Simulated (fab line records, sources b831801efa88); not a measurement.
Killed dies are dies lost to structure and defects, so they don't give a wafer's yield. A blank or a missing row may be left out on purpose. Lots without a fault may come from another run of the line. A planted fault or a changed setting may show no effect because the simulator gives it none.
fab line records | flow gf180mcu
record lots=12 wafers=36 last_day=34
route steps=602 shown MVSD@74 HV_LDD@223 NSD@242 PSD@258
lots that met no fault: from a run of the same line without faults
start_h: hours from the record's first day to the start of the lot's first wafer shown | wait_h: hours since the lot's step before | " the same as in the row above | L1.1+2: a row that stands for several wafers | - no value, or no start given | * or withheld: withheld | < > ~ a bound
route shown NAME@n: a module of which the file shows steps, and the number in the route of the first | usual: mean/standard deviation of fault-free wafers | same: alike in all rows | chamber/n: place in a boat | sites: the reading at each site | _std_site: their standard deviation | _edge_site: outer sites' mean less inner sites' | radius_mm: how far each site lies from the wafer's centre | mask NAME#n: copy n | behind: the tool/chamber that last shaped the wafer | hold: why the lot was held/for how many hours/how that ended | device: the transistor (n, p or np) that didn't switch | end of line: the same wafers' tests at the end of the route | a step without rows: its recipe alone | killed: dies lost to structure and defects at the first sort, not the wafer's yield | map: a wafer's dies, x killed, . not, _ none there
set.NAME: the setting as run; set.NAME@STEP: as run at that earlier step | model.NAME: the simulator's own value behind a step, which no gauge read
steps of the route over a sample of lots; a table a step, a row a wafer
services: from which hour (start_h, from the record's first day; less than 0 if before it) a tool's chamber was out of use, for how many hours, and why
## steps
# step GF_MVSD_IMPLANT_08
# recipe species=P energy_kev=400 dose_cm2=1.6e+13 tilt_deg=0
# usual beam_on_s=10.02/0.19 end_station_pressure_torr=5.05e-06/2.5e-07 faraday_current_uA=90.0/1.7
# columns lot.wafer tool chamber start_h wait_h beam_on_s end_station_pressure_torr faraday_current_uA
L761.2 implanter-04 0 82.02 0.0 10.03 4.95e-06 90.2
L761.4 " 0 " " 10.06 4.86e-06 89.8
L761.6 " 0 " " 10.13 5.15e-06 88.8
L765.2 implanter-02 0 107.42 0.0 10.16 5.14e-06 88.9
L765.5 " 0 " " 10.20 5.38e-06 88.1
L765.6 " 0 " " 9.92 4.68e-06 91.2
L766.1 implanter-04 0 115.11 0.0 9.96 5.26e-06 90.3
L766.4 " 0 " " 10.12 4.95e-06 89.9
L766.5 " 0 " " 10.16 4.84e-06 88.7
L767.2 implanter-04 0 121.23 0.0 11.05 6.44e-05 78.7
L767.3 " 0 " " 11.10 6.287e-05 78.6
L767.5 " 0 " " 10.82 6.591e-05 80.5
L770.2 implanter-04 0 136.45 0.4 10.86 5.884e-05 80.6
L770.5 " 0 " " 10.82 6.169e-05 80.5
L770.6 " 0 " " 10.46 5.93e-05 82.9
L773.1 implanter-02 0 153.05 0.0 9.85 5.18e-06 92.1
L773.3 " 0 " " 10.44 5.36e-06 86.6
L773.5 " 0 " " 9.99 4.56e-06 90.7
L779.3 implanter-02 0 189.84 0.1 9.87 4.9e-06 91.6
L779.5 " 0 " " 10.22 4.82e-06 88.2
L779.6 " 0 " " 9.68 5.28e-06 92.9
L780.1 implanter-04 0 196.69 0.0 9.97 4.93e-06 90.4
L780.4 " 0 " " 9.85 5.21e-06 91.2
L780.5 " 0 " " 9.88 4.8e-06 91.5
L781.1 implanter-04 0 200.60 0.0 9.77 5e-06 92.5
L781.4 " 0 " " 9.76 5.19e-06 91.9
L781.6 " 0 " " 9.99 5.21e-06 90.5
L782.2 implanter-04 0 204.78 0.0 9.72 5.23e-06 92.6
L782.4 " 0 " " 9.74 4.66e-06 92.4
L782.6 " 0 " " 10.51 4.88e-06 86.0
L783.2 implanter-02 0 212.93 0.0 10.01 5.04e-06 89.5
L783.3 " 0 " " 10.17 5.11e-06 89.0
L783.4 " 0 " " 10.14 5.4e-06 89.4
L784.2 implanter-04 0 222.47 0.0 9.72 5.16e-06 92.5
L784.3 " 0 " " 9.78 4.8e-06 92.5
L784.6 " 0 " " 10.20 4.88e-06 88.2
# step GF_MVSD_TW_MEAS_11
# usual MVSD_TW=1574/12
# columns lot.wafer tool chamber start_h wait_h MVSD_TW
L761.2 film_metro-01 - 82.40 0.1 1551
L761.4 " - " " 1554
L761.6 " - " " 1557
L765.2 film_metro-02 - 107.80 0.1 1573
L765.5 " - " " 1583
L765.6 " - " " 1581
L766.1 film_metro-04 - 115.51 0.1 1589
L766.4 " - " " 1583
L766.5 " - " " 1583
L767.2 film_metro-04 - 121.61 0.1 1617
L767.3 " - " " 1621
L767.5 " - " " 1614
L770.2 film_metro-01 - 136.83 0.1 1597
L770.5 " - " " 1603
L770.6 " - " " 1607
L773.1 film_metro-02 - 153.45 0.1 1575
L773.3 " - " " 1583
L773.5 " - " " 1579
L779.3 film_metro-01 - 190.21 0.1 1567
L779.5 " - " " 1564
L779.6 " - " " 1562
L780.1 film_metro-04 - 197.09 0.1 1579
L780.4 " - " " 1591
L780.5 " - " " 1589
L781.1 film_metro-02 - 201.00 0.1 1572
L781.4 " - " " 1568
L781.6 " - " " 1574
L782.2 film_metro-04 - 205.16 0.1 1586
L782.4 " - " " 1579
L782.6 " - " " 1574
L783.2 film_metro-01 - 213.31 0.1 1562
L783.3 " - " " 1563
L783.4 " - " " 1559
L784.2 film_metro-01 - 222.85 0.1 1553
L784.3 " - " " 1552
L784.6 " - " " 1560
# step GF_VT_IMPLANT_RS_MEAS_46
# recipe thk_meas_gauge=four-point-probe
# usual MVSD_RS=456.7/1.2
# columns lot.wafer tool chamber start_h wait_h MVSD_RS[ohm/sq]
L761.2 film_metro-01 - 157.33 0.1 456.2
L761.4 " - " " 456.2
L761.6 " - " " 456.7
L765.2 film_metro-04 - 186.14 0.1 456.0
L765.5 " - " " 456.3
L765.6 " - " " 456.4
L766.1 film_metro-04 - 194.46 0.1 458.4
L766.4 " - " " 457.9
L766.5 " - " " 456.5
L767.2 film_metro-04 - 202.26 0.1 438.1
L767.3 " - " " 437.8
L767.5 " - " " 437.8
L770.2 film_metro-01 - 220.94 0.1 439.6
L770.5 " - " " 438.3
L770.6 " - " " 437.7
L773.1 film_metro-04 - 239.56 0.1 455.6
L773.3 " - " " 456.1
L773.5 " - " " 455.6
L779.3 film_metro-04 - 283.85 0.1 456.1
L779.5 " - " " 455.2
L779.6 " - " " 456.2
L780.1 film_metro-02 - 291.11 0.1 457.2
L780.4 " - " " 456.6
L780.5 " - " " 456.8
L781.1 film_metro-01 - 296.56 0.1 455.3
L781.4 " - " " 457.0
L781.6 " - " " 457.3
L782.2 film_metro-02 - 300.19 0.1 458.8
L782.4 " - " " 457.7
L782.6 " - " " 458.2
L783.2 film_metro-02 - 311.29 0.1 456.8
L783.3 " - " " 458.0
L783.4 " - " " 456.7
L784.2 film_metro-04 - 321.03 0.1 456.7
L784.3 " - " " 457.9
L784.6 " - " " 457.8
# step GF_HV_LDD_OVL_MEAS_47
# usual HV_LDD_03_OVL=1.4/1.4
# columns lot.wafer tool chamber start_h wait_h HV_LDD_03_OVL[nm]
L761.2 overlay-02 - 273.56 0.1 1.3
L761.4 " - " " 3.8
L761.6 " - " " 1.3
L765.2 overlay-02 - 309.25 0.1 3.5
L765.5 " - " " 4.8
L765.6 " - " " 4.6
L766.1 overlay-02 - 317.55 0.1 2.8
L766.4 " - " " 2.0
L766.5 " - " " 1.6
L767.2 overlay-01 - 325.94 0.1 1.7
L767.3 " - " " 1.3
L767.5 " - " " 3.0
L770.2 overlay-02 - 349.60 0.1 -0.2
L770.5 " - " " -1.6
L770.6 " - " " 0.0
L773.1 overlay-02 - 372.23 0.1 2.8
L773.3 " - " " 2.5
L773.5 " - " " 2.2
L779.3 overlay-01 - 427.66 0.1 0.4
L779.5 " - " " -0.3
L779.6 " - " " -0.4
L780.1 overlay-02 - 439.23 0.1 3.7
L780.4 " - " " 3.0
L780.5 " - " " 4.0
L781.1 overlay-01 - 441.92 0.1 4.5
L781.4 " - " " 2.2
L781.6 " - " " 2.9
L782.2 overlay-01 - 447.49 0.1 1.1
L782.4 " - " " 2.0
L782.6 " - " " -0.4
L783.2 overlay-02 - 462.03 0.1 2.3
L783.3 " - " " 1.1
L783.4 " - " " 0.3
L784.2 overlay-02 - 472.78 0.1 0.8
L784.3 " - " " 1.5
L784.6 " - " " 1.9
# step GF_NSD_CD_MEAS_07
# recipe target_cd_nm=400
# usual cd_nm=399.9/1.9
# columns lot.wafer tool chamber start_h wait_h cd_nm
L761.2 cd_sem-02 - 296.43 0.1 400.4
L761.4 " - " " 402.1
L761.6 " - " " 402.1
L765.2 cd_sem-02 - 332.64 0.1 402.7
L765.5 " - " " 400.3
L765.6 " - " " 402.9
L766.1 cd_sem-02 - 342.16 0.1 401.0
L766.4 " - " " 402.3
L766.5 " - " " 402.9
L767.2 cd_sem-02 - 350.19 0.1 398.6
L767.3 " - " " 395.7
L767.5 " - " " 395.1
L770.2 cd_sem-01 - 375.38 0.1 401.7
L770.5 " - " " 402.9
L770.6 " - " " 404.4
L773.1 cd_sem-02 - 399.02 0.1 396.7
L773.3 " - " " 398.5
L773.5 " - " " 396.3
L779.3 cd_sem-02 - 455.30 0.1 401.2
L779.5 " - " " 400.6
L779.6 " - " " 400.9
L780.1 cd_sem-02 - 466.86 0.1 399.9
L780.4 " - " " 401.8
L780.5 " - " " 401.5
L781.1 cd_sem-02 - 469.76 0.1 400.0
L781.4 " - " " 401.5
L781.6 " - " " 401.5
L782.2 cd_sem-02 - 474.34 0.1 397.9
L782.4 " - " " 399.6
L782.6 " - " " 399.0
L783.2 cd_sem-01 - 489.18 0.1 399.9
L783.3 " - " " 402.1
L783.4 " - " " 400.7
L784.2 cd_sem-02 - 499.23 0.1 396.6
L784.3 " - " " 397.2
L784.6 " - " " 396.9
# step GF_PSD_STRIP_10
# recipe chemistry=O2/N2 power_w=1400 pressure_mtorr=1500 platen_temp_c=250 o2_flow_sccm=3000 n2_flow_sccm=300 overash_fraction=0.5
# usual drypump_motor_current_A=5.4/0.33 heater_power_w=327/51 n2_flow_sccm=300.1/0.9 oes_product_au=0.591/0.0046 strip_time_to_endpoint_s=16.53/0.042
# columns lot.wafer tool chamber start_h wait_h drypump_motor_current_A heater_power_w n2_flow_sccm oes_product_au rf_hours_counter_h strip_time_to_endpoint_s
L761.2 plasma_asher-02 0 317.67 0.1 5.4 319 299.2 0.591 18 16.51
L761.4 " 1 " " 5.2 291 300.1 0.589 - 16.51
L761.6 " 0 " " 5.4 310 299.8 0.592 - 16.44
L765.2 plasma_asher-04 1 354.38 0.1 5.1 460 299.5 0.603 71 16.45
L765.5 " 1 " " 5.1 457 300.8 0.597 - 16.46
L765.6 " 0 " " 5.7 304 301.3 0.598 - 16.47
L766.1 plasma_asher-03 0 363.87 0.1 5.6 306 301.1 0.593 61 16.55
L766.4 " 0 " " 5.6 308 300.3 0.590 - 16.58
L766.5 " 1 " " 6.3 315 298.4 0.586 - 16.58
L767.2 plasma_asher-02 0 372.71 0.1 5.4 322 298.9 0.592 24 16.49
L767.3 " 1 " " 5.2 296 299.7 0.582 - 16.55
L767.5 " 0 " " 5.4 326 300.5 0.588 - 16.49
L770.2 plasma_asher-02 1 398.86 0.1 5.2 282 300.0 0.592 26 16.49
L770.5 " 0 " " 5.4 317 300.1 0.591 - 16.50
L770.6 " 1 " " 5.2 292 299.7 0.587 - 16.47
L773.1 plasma_asher-03 0 424.02 0.1 5.7 313 299.8 0.590 68 16.48
L773.3 " 1 " " 6.4 339 301.0 0.589 - 16.45
L773.5 " 0 " " 5.7 312 299.6 0.588 - 16.49
L779.3 plasma_asher-04 0 480.77 0.1 5.7 304 300.5 0.599 - 16.49
L779.5 " 0 " " 5.6 301 300.9 0.595 - 16.54
L779.6 " 1 " " 5.1 457 299.8 0.591 - 16.53
L780.1 plasma_asher-02 0 491.92 0.1 5.4 320 300.2 0.587 36 16.55
L780.4 " 0 " " 5.4 325 301.1 0.590 - 16.55
L780.5 " 0 " " 5.4 319 301.1 0.591 - 16.54
L781.1 plasma_asher-02 1 494.54 0.1 5.2 288 300.3 0.596 37 16.55
L781.4 " 0 " " 5.4 326 301.4 0.596 - 16.56
L781.6 " 0 " " 5.4 317 302.4 0.598 - 16.52
L782.2 plasma_asher-02 0 498.43 0.1 5.4 322 301.4 0.591 37 16.53
L782.4 " 0 " " 5.4 322 301.2 0.598 - 16.50
L782.6 " 1 " " 5.2 287 298.7 0.595 - 16.51
L783.2 plasma_asher-02 1 513.46 0.1 5.2 288 298.9 0.589 39 16.57
L783.3 " 1 " " 5.2 293 300.0 0.596 - 16.53
L783.4 " 0 " " 5.4 320 300.1 0.591 - 16.56
L784.2 plasma_asher-02 0 523.27 0.1 5.4 319 300.7 0.596 40 16.55
L784.3 " 1 " " 5.2 290 298.3 0.592 - 16.61
L784.6 " 1 " " 5.2 293 301.1 0.587 - 16.57
## services
# columns tool chamber start_h hours kind
plasma_asher-04 - 72.53 3.3 repair
plasma_asher-04 - 107.81 2.8 pm
plasma_asher-02 - 108.75 9.0 pm
plasma_asher-02 0 108.75 9.0 vent_cycle
plasma_asher-02 1 108.75 9.0 vent_cycle
plasma_asher-02 0 117.75 - clean
plasma_asher-02 1 117.75 - clean
plasma_asher-04 - 121.35 0.6 repair
implanter-02 - 135.56 3.5 pm
implanter-02 - 140.30 1.8 repair
implanter-02 - 180.59 2.4 repair
implanter-04 - 201.87 1.0 repair
plasma_asher-02 - 206.04 25.1 pm
implanter-04 - 206.36 15.9 pm
implanter-04 - 248.98 1.4 repair
plasma_asher-03 - 259.53 2.5 repair
implanter-02 - 276.75 7.1 repair
implanter-04 - 315.01 4.8 pm
implanter-02 - 349.24 1.5 repair
plasma_asher-04 - 424.53 14.6 pm
implanter-04 - 429.72 1.2 repair
plasma_asher-04 - 448.88 15.6 pm
plasma_asher-02 - 483.22 2.8 pm
## key
first_sign step=GF_MVSD_IMPLANT_08 reading=end_station_pressure_torr direction=up sigmas=99+ usual=5.05e-06 struck=6.217e-05
effect step=GF_MVSD_IMPLANT_08 reading=faraday_current_uA direction=down sigmas=5.8 usual=90.0 struck=80.3
effect step=GF_MVSD_TW_MEAS_11 reading=MVSD_TW direction=up sigmas=2.9 usual=1574 struck=1610
effect step=GF_VT_IMPLANT_RS_MEAS_46 reading=MVSD_RS direction=down sigmas=15 usual=456.7 struck=438.2
met_at GF_MVSD_IMPLANT_08
struck_lots L767,L770
tester_left_out L767,L770
not_acting_at GF_HV_LDD_OVL_MEAS_47,GF_NSD_CD_MEAS_07,GF_PSD_STRIP_10
onset_between 115.11 121.23
fault kind=process_parameter_drift tool=implanter-04 chamber=- onset_h=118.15 steps=GF_MVSD_IMPLANT_08 channel=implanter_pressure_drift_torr offset=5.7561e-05 shape=step end_h=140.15
fault kind=process_parameter_drift tool=implanter-04 chamber=- onset_h=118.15 steps=GF_MVSD_IMPLANT_08 channel=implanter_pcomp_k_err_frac offset=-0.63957 shape=step end_h=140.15
# tester_left_out: of these lots the tester's yield and bins aren't shown, on N5 and GAA mostly nor the transistor test; their killed dies are dies lost to structure and defects alone, not to doping, threshold or leakage, so they don't give the yield
